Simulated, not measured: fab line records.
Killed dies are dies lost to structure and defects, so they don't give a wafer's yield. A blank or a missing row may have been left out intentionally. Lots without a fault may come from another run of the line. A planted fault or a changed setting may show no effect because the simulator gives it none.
Which tool was responsible?    flow sky130    24 lots with 72 wafers sampled at 6 steps, on a route of 708 steps

## WHAT EACH GAUGE READ, for each wafer
SKY_VT_ADJUST_PCH_OVL_MEAS_07.
lot   measured      on          VT_ADJUST_PCH_OVL (nm)
L074  day 11 03:16  overlay-01  -0.5 -0.7 1.0
L076  day 11 08:50  overlay-01  2.8 1.8 -0.7
L075  day 11 09:44  overlay-02  -0.9 0.7 -1.7
L077  day 11 22:58  overlay-02  0.4 -2.5 -0.2
L078  day 11 23:16  overlay-02  3.5 3.9 2.4
L079  day 12 12:08  overlay-02  0.5 -0.4 1.7
L080  day 12 13:53  overlay-01  1.7 3.5 3.9
L081  day 12 16:17  overlay-01  0.7 1.9 -0.9
L082  day 13 01:50  overlay-01  1.3 0.9 2.4
L083  day 13 06:54  overlay-01  1.1 1.3 1.3
L084  day 13 18:30  overlay-02  -0.9 -0.1 0.3
L085  day 14 02:07  overlay-01  1.7 -1.7 2.8
L086  day 14 08:44  overlay-02  -0.5 0.3 -1.9
L087  day 14 19:19  overlay-02  0.3 1.4 -0.4
L088  day 14 22:42  overlay-01  0.2 0.4 1.4
L089  day 15 08:52  overlay-01  -0.9 -1.9 -1.1
L090  day 15 11:49  overlay-02  -0.6 -0.2 -0.5
L091  day 15 18:30  overlay-01  -0.7 2.2 -0.4
L092  day 16 01:41  overlay-02  4.8 0.0 1.8
L093  day 16 14:32  overlay-01  0.6 0.5 -0.8
L094  day 16 17:25  overlay-01  0.9 0.6 1.5
L095  day 17 03:27  overlay-01  -0.1 1.0 -0.7
L096  day 17 20:19  overlay-01  1.4 -0.5 1.3
L097  day 18 01:09  overlay-02  0.8 -0.2 0.3

SKY_VIA2_OVL_MEAS_13.
lot   measured      on          VIA2_OVL (nm)
L074  day 37 02:55  overlay-01  -2 -4 -4
L076  day 37 10:38  overlay-01  8 3 8
L075  day 37 11:35  overlay-02  0 1 5
L077  day 37 23:16  overlay-02  5 4 13
L078  day 38 02:07  overlay-02  7 7 2
L079  day 38 08:11  overlay-02  2 2 1
L080  day 38 12:58  overlay-02  -4 -4 -8
L081  day 38 20:37  overlay-02  0 6 -1
L082  day 39 07:28  overlay-01  -3 3 3
L083  day 39 09:18  overlay-01  4 -2 -7
L084  day 39 17:36  overlay-01  4 -3 2
L085  day 40 00:13  overlay-01  3 1 4
L086  day 40 06:41  overlay-01  3 1 -2
L087  day 40 16:52  overlay-02  3 -4 0
L088  day 40 19:54  overlay-02  11 10 1
L089  day 41 02:52  overlay-01  -2 -4 -2
L090  day 41 05:16  overlay-01  -7 -2 2
L091  day 41 09:18  overlay-01  3 1 4
L092  day 41 15:22  overlay-01  -3 -5 2
L093  day 42 01:28  overlay-02  9 4 10
L094  day 42 06:52  overlay-02  -1 -1 -4
L095  day 42 14:49  overlay-02  10 5 10
L096  day 42 22:23  overlay-01  8 3 4
L097  day 43 05:46  overlay-02  -15 1 -6

SKY_VIA3_BOW_MEAS_03.
lot   measured      on             VIA3_BOW (um)
L074  day 39 10:07  film-metro-01  83 86 75
L076  day 39 15:33  film-metro-02  91 100 78
L075  day 39 17:47  film-metro-01  84 91 80
L077  day 40 04:49  film-metro-02  85 84 83
L078  day 40 07:59  film-metro-01  78 84 84
L079  day 40 12:59  film-metro-02  74 76 71
L080  day 40 17:38  film-metro-01  71 81 79
L081  day 41 00:54  film-metro-03  72 73 93
L082  day 41 11:44  film-metro-02  81 73 91
L083  day 41 13:28  film-metro-02  80 85 74
L084  day 41 22:18  film-metro-01  69 82 83
L085  day 42 03:20  film-metro-02  87 80 81
L086  day 42 10:47  film-metro-02  74 63 75
L087  day 42 19:56  film-metro-03  79 80 63
L088  day 42 22:33  film-metro-02  77 74 84
L089  day 43 06:08  film-metro-01  72 66 80
L090  day 43 07:56  film-metro-02  78 74 63
L091  day 43 12:32  film-metro-02  77 91 80
L092  day 43 18:17  film-metro-02  81 73 70
L093  day 44 02:26  film-metro-01  80 81 84
L094  day 44 09:37  film-metro-03  76 97 84
L095  day 44 16:59  film-metro-01  83 81 82
L096  day 44 23:19  film-metro-03  77 88 89
L097  day 45 07:18  film-metro-01  74 86 72

## WHICH TOOL RAN EACH LOT (tool, then ch and the chambers of the sampled wafers, then the start)
lot   SKY_POLY_GATE_STRIP_18                SKY_LDD_LDN_STRIP_12                  SKY_VIA1_CVD_21
L074  plasma-asher-02 ch 0,1, day 17 07:29  plasma-asher-02 ch 0,1, day 23 20:06  cvd-w-02 ch 0,1, day 34 19:58
L076  plasma-asher-03 ch 0,1, day 17 13:08  plasma-asher-04 ch 0,1, day 24 02:16  cvd-w-02 ch 0, day 35 03:22
L075  plasma-asher-02 ch 0,1, day 17 12:50  plasma-asher-04 ch 0,1, day 24 01:42  cvd-w-01 ch 0,1, day 35 05:24
L077  plasma-asher-02 ch 0,1, day 18 02:41  plasma-asher-04 ch 1, day 24 17:52    cvd-w-02 ch 0,1, day 35 17:25
L078  plasma-asher-01 ch 0,1, day 18 10:19  plasma-asher-02 ch 0,1, day 25 01:18  cvd-w-02 ch 0,1, day 35 20:39
L079  plasma-asher-01 ch 0,1, day 18 18:58  plasma-asher-04 ch 0,1, day 25 06:10  cvd-w-02 ch 0,1, day 36 02:25
L080  plasma-asher-03 ch 0,1, day 18 22:49  plasma-asher-01 ch 0,1, day 25 11:34  cvd-w-02 ch 0,1, day 36 08:28
L081  plasma-asher-01 ch 0,1, day 19 05:35  plasma-asher-02 ch 0,1, day 25 17:31  cvd-w-01 ch 0,1, day 36 14:56
L082  plasma-asher-02 ch 0,1, day 19 18:58  plasma-asher-04 ch 0,1, day 26 07:48  cvd-w-01 ch 0,1, day 37 02:12
L083  plasma-asher-02 ch 0,1, day 19 23:56  plasma-asher-01 ch 1, day 26 10:59    cvd-w-01 ch 0,1, day 37 04:42
L084  plasma-asher-03 ch 0,1, day 20 08:56  plasma-asher-01 ch 0,1, day 26 19:59  cvd-w-02 ch 0,1, day 37 13:13
L085  plasma-asher-02 ch 0,1, day 20 20:07  plasma-asher-02 ch 1, day 27 06:16    cvd-w-01 ch 1, day 37 20:35
L086  plasma-asher-02 ch 0,1, day 21 02:18  plasma-asher-01 ch 0,1, day 27 11:04  cvd-w-02 ch 0,1, day 38 02:04
L087  plasma-asher-02 ch 0,1, day 21 16:25  plasma-asher-01 ch 0,1, day 28 00:41  cvd-w-01 ch 1, day 38 13:48
L088  plasma-asher-03 ch 0,1, day 21 20:22  plasma-asher-01 ch 1, day 28 04:01    cvd-w-01 ch 0,1, day 38 15:52
L089  plasma-asher-02 ch 0,1, day 22 04:22  plasma-asher-04 ch 0,1, day 28 12:46  cvd-w-02 ch 0,1, day 39 00:25
L090  plasma-asher-03 ch 0,1, day 22 07:13  plasma-asher-02 ch 0,1, day 28 14:01  cvd-w-02 ch 0,1, day 39 01:25
L091  plasma-asher-03 ch 0,1, day 22 15:23  plasma-asher-04 ch 0,1, day 28 20:47  cvd-w-01 ch 0,1, day 39 06:55
L092  plasma-asher-03 ch 0,1, day 22 22:19  plasma-asher-04 ch 0,1, day 29 04:04  cvd-w-01 ch 0,1, day 39 12:07
L093  plasma-asher-03 ch 0,1, day 23 09:24  plasma-asher-01 ch 0,1, day 29 16:00  cvd-w-01 ch 0,1, day 39 23:17
L094  plasma-asher-02 ch 0,1, day 23 13:31  plasma-asher-01 ch 0,1, day 29 18:54  cvd-w-01 ch 0,1, day 40 05:37
L095  plasma-asher-01 ch 0,1, day 24 00:49  plasma-asher-01 ch 0,1, day 30 05:27  cvd-w-01 ch 0,1, day 40 13:32
L096  plasma-asher-02 ch 0,1, day 24 15:36  plasma-asher-02 ch 0,1, day 30 17:21  cvd-w-01 ch 0,1, day 40 21:17
L097  plasma-asher-01 ch 0,1, day 24 21:35  plasma-asher-01 ch 0,1, day 30 23:21  cvd-w-01 ch 0,1, day 41 05:06
- SKY_POLY_GATE_STRIP_18: strips in O2/N2.
- SKY_LDD_LDN_STRIP_12: strips in O2/N2.
- SKY_VIA1_CVD_21: deposits W, target thk 270 nm, time 80.902 s.

## WHAT THE TOOLS THEMSELVES READ (means of the sampled wafers that have a number; where no wafer has one, the mark that the record gives instead)
SKY_POLY_GATE_STRIP_18.
lot   tool             chamber-pressure-mTorr (mTorr)  drypump-motor-current-A (A)  oes-product-au (a.u.)  strip-time-to-endpoint-s (s)
L074  plasma-asher-02  1499.9                          6.0                          0.359                  3.16
L076  plasma-asher-03  1500.3                          5.8                          0.356                  3.18
L075  plasma-asher-02  1499.8                          5.6                          0.367                  3.15
L077  plasma-asher-02  1499.4                          5.6                          0.363                  3.20
L078  plasma-asher-01  1499.2                          5.7                          0.360                  3.19
L079  plasma-asher-01  1501.1                          5.7                          0.364                  3.18
L080  plasma-asher-03  1501.2                          5.8                          0.359                  3.19
L081  plasma-asher-01  1499.3                          5.8                          0.363                  3.18
L082  plasma-asher-02  1500.7                          6.0                          0.359                  3.16
L083  plasma-asher-02  1501.3                          5.6                          0.356                  3.19
L084  plasma-asher-03  1498.0                          5.8                          0.361                  3.17
L085  plasma-asher-02  1499.3                          5.6                          0.359                  3.14
L086  plasma-asher-02  1499.3                          5.6                          0.356                  3.22
L087  plasma-asher-02  1501.0                          6.0                          0.360                  3.16
L088  plasma-asher-03  1500.7                          5.8                          0.362                  3.21
L089  plasma-asher-02  1500.0                          5.9                          0.365                  3.20
L090  plasma-asher-03  1500.0                          5.9                          0.362                  3.17
L091  plasma-asher-03  1501.0                          5.9                          0.359                  3.16
L092  plasma-asher-03  1498.6                          5.8                          0.358                  3.16
L093  plasma-asher-03  1499.8                          5.9                          0.361                  3.17
L094  plasma-asher-02  1500.5                          6.0                          0.362                  3.17
L095  plasma-asher-01  1500.3                          5.7                          0.360                  3.13
L096  plasma-asher-02  1500.2                          5.6                          0.362                  3.15
L097  plasma-asher-01  1501.4                          5.8                          0.359                  3.19

SKY_LDD_LDN_STRIP_12.
lot   tool             chamber-pressure-mTorr (mTorr)  drypump-motor-current-A (A)  oes-product-au (a.u.)  strip-time-to-endpoint-s (s)
L074  plasma-asher-02  1499.3                          6.0                          0.717                  14.25
L076  plasma-asher-04  1501.0                          5.5                          0.717                  14.09
L075  plasma-asher-04  1498.6                          5.4                          0.717                  14.20
L077  plasma-asher-04  1501.1                          5.7                          0.718                  14.19
L078  plasma-asher-02  1499.5                          5.6                          0.714                  14.22
L079  plasma-asher-04  1500.3                          5.4                          0.715                  14.17
L080  plasma-asher-01  1499.5                          5.7                          0.714                  14.13
L081  plasma-asher-02  1499.8                          5.6                          0.713                  14.16
L082  plasma-asher-04  1500.1                          5.6                          0.714                  14.25
L083  plasma-asher-01  1500.4                          5.7                          0.716                  14.13
L084  plasma-asher-01  1499.5                          5.8                          0.717                  14.17
L085  plasma-asher-02  1500.6                          5.2                          0.713                  14.28
L086  plasma-asher-01  1500.6                          5.7                          0.715                  14.14
L087  plasma-asher-01  1499.0                          5.8                          0.715                  14.21
L088  plasma-asher-01  1499.5                          5.7                          0.719                  14.16
L089  plasma-asher-04  1499.3                          5.5                          0.718                  14.22
L090  plasma-asher-02  1499.2                          5.6                          0.722                  14.22
L091  plasma-asher-04  1499.7                          5.5                          0.717                  14.18
L092  plasma-asher-04  1499.8                          5.4                          0.719                  14.13
L093  plasma-asher-01  1500.8                          5.7                          0.715                  14.17
L094  plasma-asher-01  1499.8                          5.7                          0.721                  14.24
L095  plasma-asher-01  1500.0                          5.7                          0.715                  14.25
L096  plasma-asher-02  1500.4                          5.6                          0.715                  14.21
L097  plasma-asher-01  1500.4                          5.7                          0.718                  14.13

SKY_VIA1_CVD_21.
lot   tool      chamber-pressure-Torr (Torr)  heater-power-w (W)
L074  cvd-w-02  39.95                         819
L076  cvd-w-02  39.92                         759
L075  cvd-w-01  39.95                         869
L077  cvd-w-02  40.04                         840
L078  cvd-w-02  40.00                         802
L079  cvd-w-02  40.01                         807
L080  cvd-w-02  40.00                         842
L081  cvd-w-01  39.89                         845
L082  cvd-w-01  39.97                         859
L083  cvd-w-01  39.89                         865
L084  cvd-w-02  40.01                         846
L085  cvd-w-01  39.99                         876
L086  cvd-w-02  40.09                         847
L087  cvd-w-01  39.98                         876
L088  cvd-w-01  39.94                         856
L089  cvd-w-02  40.00                         847
L090  cvd-w-02  40.03                         844
L091  cvd-w-01  40.08                         830
L092  cvd-w-01  39.90                         839
L093  cvd-w-01  40.11                         842
L094  cvd-w-01  39.96                         830
L095  cvd-w-01  40.07                         824
L096  cvd-w-01  40.12                         837
L097  cvd-w-01  39.96                         829

## THE ANSWER, worked out from the rows above alone
Rule: the lots themselves supply what counts as usual. The widest of any qualifying gaps counts: lots, ordered by their means at a reading, are off when they make up no more than a third of the lots, leave a main group of 4 or more, and stand apart from it by 3 or more times the standard deviation of that group's means. The tables above print the reading to a certain number of digits; a main group whose means all agree to those digits is not used. A lot without any number at a reading at which 4 lots or more have one is off too. Any other lot the step has rows for is counted as sound. First the gauges in route order, then the tools' own readings, where a lot's mean is used as printed above. At the first step where some lot is off, the reading lying furthest off is the one used; lots without a number count as furthest.
Across all readings shown, no lot is off: no conclusion can be drawn from this.

## WHAT THE SIMULATOR HAD PUT IN
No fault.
